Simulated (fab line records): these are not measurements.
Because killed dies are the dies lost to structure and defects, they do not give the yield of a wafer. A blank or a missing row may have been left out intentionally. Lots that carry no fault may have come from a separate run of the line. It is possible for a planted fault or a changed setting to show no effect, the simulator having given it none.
8D (eight disciplines) problem report, filled in by code || flow sky130 || the parts of the form that need people (team, actions taken, sign-off) are left out

== 1. THE PROBLEM ==
Mean of rfFwdPowerW at SKY_VIA3_ETCH_15: 1731 W across 4 wafers in 2 lots; on wafers with no fault it is 1491 W (standard deviation 5.4). Measured from the usual mean, that is +44 standard deviations.
The step: etches SiO2 in C4F8/O2/Ar, stops on TiN, target depth 507 nm, time 78 s.
First observed at day 42 13:16: wafer L561.2, on rieDiel-04. The record holds 39 wafers of 13 lots with a number at this step. By rule, "out" or "out of limits" means more than 4 standard deviations away from the usual mean. The rest of the wafers with a number are treated as sound.

== 2. WHAT THIS IS AND IS NOT ==
{"question": "which readings at this step", "is": "rfFwdPowerW", "is not": "oesProductAu"}
{"question": "which lots", "is": "L561, L565", "is not": "L551, L552, L553, L554, L555, L556, L558, L564, L566, L567, L571"}
{"question": "which wafers of those lots", "is": "L561.2, L561.6, L565.1, L565.5", "is not": "L561.3, L565.6"}
{"question": "read on which tools", "is": "rieDiel-04", "is not": "rieDiel-02, rieDiel-03"}
{"question": "when", "is": "from day 42 13:16", "is not": "up to then (22 sound wafers); but 13 sound wafers of L564, L565, L566, L567, L571 came after"}

== 3. WHAT RULES OUT EACH SUSPECT ==
Counting: any tool at a process step up to the reading remains a suspect provided it ran every lot that is out. Sound lots after the first of them don't rule it out here, since some wafers of a struck lot are sound.
- rieDiel-04 at SKY_VIA3_ETCH_15 (etches SiO2 in C4F8/O2/Ar, stops on TiN, target depth 507 nm, time 78 s): kept. Every lot that is out went through it, the first being L561 (day 42 13:16); the last sound lot it ran before that was L555 (day 40 18:45). On those wafers its own readings are out: rfFwdPowerW.
- rieDiel-04, SKY_VIA3_ETCH_15: wafers that are out in chamber 2, sound lot-mates in chambers 0, 3.
After counting, what remains is rieDiel-04 at SKY_VIA3_ETCH_15.

== 4. THE CAUSE (what the simulator had put in) ==
rieDiel-04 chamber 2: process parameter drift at SKY_VIA3_ETCH_15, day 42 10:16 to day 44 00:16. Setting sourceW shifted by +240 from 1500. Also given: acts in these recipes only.
Only this tool survived the counting.

== 5. SEQUENCE OF EFFECTS, ordered by route ==
Each row: a reading whose mean over the struck wafers that have a number lies more than 3 standard deviations from the usual. Only readings for which the record gives a usual standard deviation are gone through. hours: the time from each lot's start at the first step in this table that gives one to its start at this step, as a median over the lots. sigmas: the change in usual standard deviations.
{"hours": 0, "step": "SKY_VIA3_ETCH_15", "reading": "rfFwdPowerW", "usual": "1491 W", "on struck wafers": 1731, "change": "+240", "sigmas": "+44"}
Process steps it contains:
- SKY_VIA3_ETCH_15: etches SiO2 in C4F8/O2/Ar, stops on TiN, target depth 507 nm, time 78 s.

== 6. HOW IT WOULD HAVE BEEN CAUGHT EARLIER ==
The fault began at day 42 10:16; the first out-of-limits reading in this record came at day 42 13:16, 3 hours later.
